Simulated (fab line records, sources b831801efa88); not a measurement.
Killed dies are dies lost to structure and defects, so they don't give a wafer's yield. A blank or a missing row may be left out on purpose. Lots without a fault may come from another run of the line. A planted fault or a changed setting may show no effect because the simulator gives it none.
fab line records | flow sky130 | part 2 of 2: steps 25 to 36 of 36
record lots=5 wafers=15 last_day=50
route steps=708 shown CONTACT@430 METAL1@434 VIA1@458
lots that met no fault: from a run of the same line without faults
start_h: hours from the record's first day to the start of the lot's first wafer shown | wait_h: hours since the lot's step before | " the same as in the row above | L1.1+2: a row that stands for several wafers | - no value, or no start given | * or withheld: withheld | < > ~ a bound
route shown NAME@n: a module of which the file shows steps, and the number in the route of the first | usual: mean/standard deviation of fault-free wafers | same: alike in all rows | chamber/n: place in a boat | sites: the reading at each site | _std_site: their standard deviation | _edge_site: outer sites' mean less inner sites' | radius_mm: how far each site lies from the wafer's centre | mask NAME#n: copy n | behind: the tool/chamber that last shaped the wafer | hold: why the lot was held/for how many hours/how that ended | device: the transistor (n, p or np) that didn't switch | end of line: the same wafers' tests at the end of the route | a step without rows: its recipe alone | killed: dies lost to structure and defects at the first sort, not the wafer's yield | map: a wafer's dies, x killed, . not, _ none there
set.NAME: the setting as run; set.NAME@STEP: as run at that earlier step | model.NAME: the simulator's own value behind a step, which no gauge read
lots at some steps of the route; a table a step, a row a wafer
services: from which hour (start_h, from the record's first day; less than 0 if before it) a tool's chamber was out of use, for how many hours, and why
## steps
# step SKY_METAL1_STRIP_20
# recipe chemistry=O2/N2 power_w=1400 pressure_mtorr=1500 platen_temp_c=withheld o2_flow_sccm=3000 n2_flow_sccm=300 overash_fraction=0.5
# usual drypump_motor_current_A=6.0/0.3 oes_product_au=0.343/0.0049 strip_time_to_endpoint_s=2.71/0.057
# columns lot.wafer tool chamber start_h wait_h drypump_motor_current_A oes_product_au rf_hours_counter_h strip_time_to_endpoint_s
L075.1 plasma_asher-02 1 774.11 0.1 5.5 0.348 3 2.80
L075.4 " 0 " " 6.4 0.346 - 2.68
L075.5 " 1 " " 5.5 0.345 - 2.77
L074.3 plasma_asher-02 1 776.28 0.1 5.5 0.343 - 2.76
L074.4 " 0 " " 6.4 0.347 - 2.77
L074.6 " 1 " " 5.5 0.352 - 2.76
L076.3 plasma_asher-03 0 789.42 0.1 6.1 0.347 - 2.78
L076.4 " 1 " " 6.0 0.343 - 2.78
L076.5 " 0 " " 6.1 0.338 - 2.79
L093.2 plasma_asher-04 0 902.71 0.1 6.1 0.334 110 2.66
L093.3 " 1 " " 6.0 0.338 - 2.68
L093.6 " 0 " " 6.1 0.348 - 2.66
L097.4 plasma_asher-04 0 928.03 0.1 6.1 0.340 - 2.58
L097.5 " 1 " " 6.0 0.340 - 2.75
L097.6 " 0 " " 6.0 0.331 - 2.59
# step SKY_METAL1_STRIP_21
# recipe chemistry=post_etch_residue_remover time_s=1200 temp_c=72.5
# columns lot.wafer tool chamber start_h wait_h
L075.1+4+5 wet_bench-01 3 774.21 0.1
L074.3+4+6 wet_bench-04 0 776.34 0.0
L076.3+4+5 wet_bench-01 0 789.49 0.0
L093.2+3+6 wet_bench-03 2 902.81 0.1
L097.4+5+6 wet_bench-03 0 928.10 0.0
# step SKY_METAL1_CLEAN_22
# recipe chemistry=IPA time_s=180 temp_c=25
# columns lot.wafer tool chamber start_h wait_h
L075.1+4+5 wet_bench-04 0 774.55 0.0
L074.3+4+6 wet_bench-01 2 776.69 0.0
L076.3+4+5 wet_bench-04 2 790.17 0.0
L093.2+3+6 wet_bench-04 2 903.18 0.0
L097.4+5+6 wet_bench-04 2 928.44 0.0
# step SKY_METAL1_CLEAN_23
# recipe chemistry=O3/DIW dry=n2_spin
# columns lot.wafer tool chamber start_h wait_h
L075.1+4+5 wet_bench-01 3 774.61 0.0
L074.3+4+6 wet_bench-04 0 776.80 0.0
L076.3+4+5 wet_bench-03 1 790.23 0.0
L093.2+3+6 wet_bench-01 0 903.24 0.0
L097.4+5+6 wet_bench-01 0 928.50 0.0
# step SKY_VIA1_HDPCVD_00
# recipe material=SiO2 target_thk_nm=1030 sigma_open_frac=0.3 time_s=171.7 temp_c=400 sih4_flow_sccm=60 pressure_mtorr=6
# columns lot.wafer tool chamber start_h wait_h
L075.1+4+5 hdpcvd-02 1,1,2 774.70 0.0
L074.3+4+6 hdpcvd-02 2,0,1 776.89 0.0
L076.3+4+5 hdpcvd-01 0,0,2 790.32 0.0
L093.2+3+6 hdpcvd-01 0,2,1 903.33 0.0
L097.4+5+6 hdpcvd-02 0,1,2 928.65 0.1
# step SKY_VIA1_THK_MEAS_01
# recipe reads=SiO2_of_VIA1_HDPCVD_00
# usual VIA1_HDPCVD_THK=1024/13
# columns lot.wafer tool chamber start_h wait_h VIA1_HDPCVD_THK[nm]
L075.1 film_metro-02 - 774.82 0.1 1041
L075.4 " - " " 1031
L075.5 " - " " 1031
L074.3 film_metro-02 - 777.03 0.1 1014
L074.4 " - " " 1018
L074.6 " - " " 1031
L076.3 film_metro-02 - 790.45 0.1 1022
L076.4 " - " " 1017
L076.5 " - " " 1025
L093.2 film_metro-02 - 903.45 0.1 1019
L093.3 " - " " 1023
L093.6 " - " " 1038
L097.4 film_metro-04 - 928.73 0.0 1016
L097.5 " - " " 1030
L097.6 " - " " 1018
# step SKY_VIA1_CMP_02
# recipe material=SiO2 down_force_psi=4 platen_rpm=60 pad_velocity_m_s=0.94248
# usual motor_current_A=12.1/1.4
# columns lot.wafer tool chamber start_h wait_h motor_current_A
L075.1 cmp-01 3 774.98 0.2 13.1
L075.4 " 0 " " 12.9
L075.5 " 2 " " 9.7
L074.4 cmp-02 1 777.12 0.1 14.1
L074.3 " 3 " " 10.6
L074.6 " 1 " " 14.6
L076.4 cmp-01 3 790.59 0.1 12.3
L076.3 " 0 " " 12.9
L076.5 " 1 " " 12.4
L093.2 cmp-02 3 903.50 0.0 11.0
L093.3 " 1 " " 14.7
L093.6 " 3 " " 10.9
L097.4 cmp-02 3 928.76 0.0 11.1
L097.5 " 3 " " 11.0
L097.6 " 0 " " 10.6
# step SKY_VIA1_BOW_MEAS_03
# recipe mode=bow
# usual VIA1_BOW=80/6.8
# columns lot.wafer tool chamber start_h wait_h VIA1_BOW[um]
L075.1 film_metro-01 - 775.20 0.2 77
L075.4 " - " " 75
L075.5 " - " " 85
L074.3 film_metro-01 - 777.41 0.1 86
L074.4 " - " " 80
L074.6 " - " " 86
L076.3 film_metro-02 - 790.83 0.1 70
L076.4 " - " " 79
L076.5 " - " " 84
L093.2 film_metro-01 - 903.82 0.3 92
L093.3 " - " " 86
L093.6 " - " " 99
L097.4 film_metro-02 - 929.12 0.3 70
L097.5 " - " " 79
L097.6 " - " " 73
# step SKY_VIA1_DEHYDRATE_04
# recipe temp_c=200 time_s=60
# usual resist_line_temp_C=22.98/0.11
# columns lot.wafer tool chamber start_h wait_h resist_line_temp_C
L075.1 litho_track-04 0 787.36 12.1 22.83
L075.4 " 0 " " 22.75
L075.5 " 0 " " 22.91
L074.3 litho_track-01 0 788.99 11.6 22.96
L074.4 " 0 " " 23.07
L074.6 " 0 " " 23.12
L076.3 litho_track-03 0 803.67 12.8 23.13
L076.4 " 0 " " 22.95
L076.5 " 0 " " 22.90
L093.2 litho_track-04 0 916.28 12.4 22.89
L093.3 " 0 " " 22.98
L093.6 " 0 " " 22.92
L097.4 litho_track-03 0 941.44 12.3 23.01
L097.5 " 0 " " 23.09
L097.6 " 0 " " 22.98
# step SKY_VIA1_HMDS_05
# recipe prime_time_s=60 prime_temp_c=120
# usual resist_line_temp_C=22.99/0.1
# columns lot.wafer tool chamber start_h wait_h resist_line_temp_C
L075.1 litho_track-04 0 787.51 0.1 22.84
L075.4 " 0 " " 22.80
L075.5 " 0 " " 22.90
L074.3 litho_track-01 0 789.14 0.1 22.86
L074.4 " 0 " " 23.16
L074.6 " 0 " " 23.12
L076.3 litho_track-03 0 803.82 0.1 23.01
L076.4 " 0 " " 23.12
L076.5 " 0 " " 23.08
L093.2 litho_track-04 0 916.43 0.1 22.96
L093.3 " 0 " " 22.98
L093.6 " 0 " " 23.07
L097.4 litho_track-03 0 941.59 0.1 22.82
L097.5 " 0 " " 22.92
L097.6 " 0 " " 22.93
# step SKY_VIA1_COAT_06
# recipe resist=BARC temp_c=withheld time_s=withheld spin_rpm=3000 resist_thk_nm=60
# usual resist_line_temp_C=*
# columns lot.wafer tool chamber start_h wait_h resist_line_temp_C
L075.1 litho_track-04 0 787.66 0.1 *
L075.4 " 0 " " *
L075.5 " 0 " " *
L074.3 litho_track-01 0 789.29 0.1 *
L074.4 " 0 " " *
L074.6 " 0 " " *
L076.3 litho_track-03 0 803.97 0.1 *
L076.4 " 0 " " *
L076.5 " 0 " " *
L093.2 litho_track-04 0 916.58 0.1 *
L093.3 " 0 " " *
L093.6 " 0 " " *
L097.4 litho_track-03 0 941.74 0.1 *
L097.5 " 0 " " *
L097.6 " 0 " " *
# step SKY_VIA1_COAT_07
# recipe resist=KrF-thick spin_rpm=3000 resist_thk_nm=450
# usual resist_line_temp_C=22.97/0.11
# columns lot.wafer tool chamber start_h wait_h resist_line_temp_C
L075.1 litho_track-04 0 - - 23.12
L075.4 " 0 " " 22.84
L075.5 " 0 " " 22.92
L074.3 litho_track-01 0 - - 22.87
L074.4 " 0 " " 22.97
L074.6 " 0 " " 23.08
L076.3 litho_track-03 0 - - 22.98
L076.4 " 0 " " 23.03
L076.5 " 0 " " 23.01
L093.2 litho_track-04 0 - - 22.93
L093.3 " 0 " " 23.04
L093.6 " 0 " " 22.90
L097.4 litho_track-03 0 - - 22.99
L097.5 " 0 " " 22.80
L097.6 " 0 " " 23.00
## services
# columns tool chamber start_h hours kind
rie_metal-04 1 735.77 13.5 repair
cmp-01 - 744.00 4.0 pm
cvd_w-01 - 744.86 0.8 repair
cmp-01 - 748.00 8.8 pm
rie_metal-04 - 759.52 0.6 repair
rie_metal-04 - 763.95 1.3 repair
pvd_sputter-01 - 765.70 4.1 repair
wet_bench-03 - 769.59 2.5 repair
krf_scanner-01 - 771.68 0.8 pm
cmp-01 - 814.65 0.2 repair
pvd_sputter-01 - 825.58 0.7 repair
krf_scanner-01 - 831.80 1.3 pm
cmp-02 - 834.68 5.2 pm
cvd_w-01 1 836.17 11.6 repair
pvd_sputter-01 - 836.26 3.3 repair
pvd_sputter-01 - 844.10 0.7 repair
hdpcvd-02 1 846.62 4.4 repair
cmp-02 - 850.21 0.8 repair
wet_bench-04 - 858.83 0.9 repair
rie_metal-03 1 876.53 11.0 repair
cmp-02 - 887.40 0.2 repair
rie_metal-03 0 897.82 10.2 repair
cvd_w-01 - 899.84 1.4 repair
cmp-02 - 912.48 4.0 pm
